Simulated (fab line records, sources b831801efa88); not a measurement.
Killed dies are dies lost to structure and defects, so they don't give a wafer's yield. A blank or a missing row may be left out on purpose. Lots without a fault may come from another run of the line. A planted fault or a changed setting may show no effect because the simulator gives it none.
One fault seen from 2 desks | flow gf180mcu | each desk has only its own numbers; what lay behind them comes last

THE METROLOGY DESK
What the gauges read, lot by lot, whatever tool the lot ran on: means of the sampled wafers that have a number. A lot is out of limits, marked OUT, if its mean lies more than 4 standard deviations from the usual mean; the brackets give that distance.
Columns: A = V3_W_RS at GF_V3_RS_MEAS_24, usual 0.326 ohm/sq
lot  | first seen here | A
L682 | day 22 03:43    | 0.322
L683 | day 22 16:12    | 0.324
L685 | day 23 11:58    | 0.325
L686 | day 23 18:08    | 0.325
L689 | day 24 19:43    | 0.328
L687 | day 24 20:56    | 0.332
L690 | day 25 06:44    | 0.328
L691 | day 25 19:26    | 0.326
L692 | day 25 20:02    | 0.328
L694 | day 26 13:03    | 0.327
L695 | day 27 09:47    | 0.329
L696 | day 27 12:52    | 0.326
L702 | day 29 05:22    | 0.323
L704 | day 29 13:26    | 0.327
This desk's finding: nothing out of limits on any of the 14 lots.

THE TOOL OWNER'S DESK: litho_track-01
The tool's own readings at GF_V3_DEVELOP_13 (develop time 60 s): means of the sampled wafers that have a number, for each lot that ran on this tool. A lot is out of limits, marked OUT, if its mean lies more than 4 standard deviations from the usual mean; the brackets give that distance.
Columns: A = developer_temp_C at GF_V3_DEVELOP_13, usual 20.97 C
lot  | first seen here | A
L683 | day 22 15:01    | 20.93
L687 | day 24 19:40    | 20.88
L692 | day 25 18:50    | 21.03
L694 | day 26 11:52    | 18.90 (-24) OUT
L695 | day 27 08:31    | 18.91 (-24) OUT
This desk's finding: out of limits on L694, L695; first on L694, day 26 11:52 (developer_temp_C at GF_V3_DEVELOP_13). In limits: L683, L687, L692.

PUT TOGETHER
The tool owner's desk could have raised an alarm at day 26 11:52, on L694, L695.
The metrology desk saw nothing out of limits.
The metrology desk has L694, L695 on record, within its limits.
Of the lots named, all ran GF_V3_DEVELOP_13 on litho_track-01.

WHAT THE SIMULATOR HAD PUT IN
Process parameter drift: litho_track-01, from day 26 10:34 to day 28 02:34, at GF_V3_DEVELOP_13. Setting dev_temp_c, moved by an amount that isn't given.
Lots struck among those shown: L694, L695.
Hours from the fault's start to each desk's first reading out of limits: the tool owner's desk, 1.
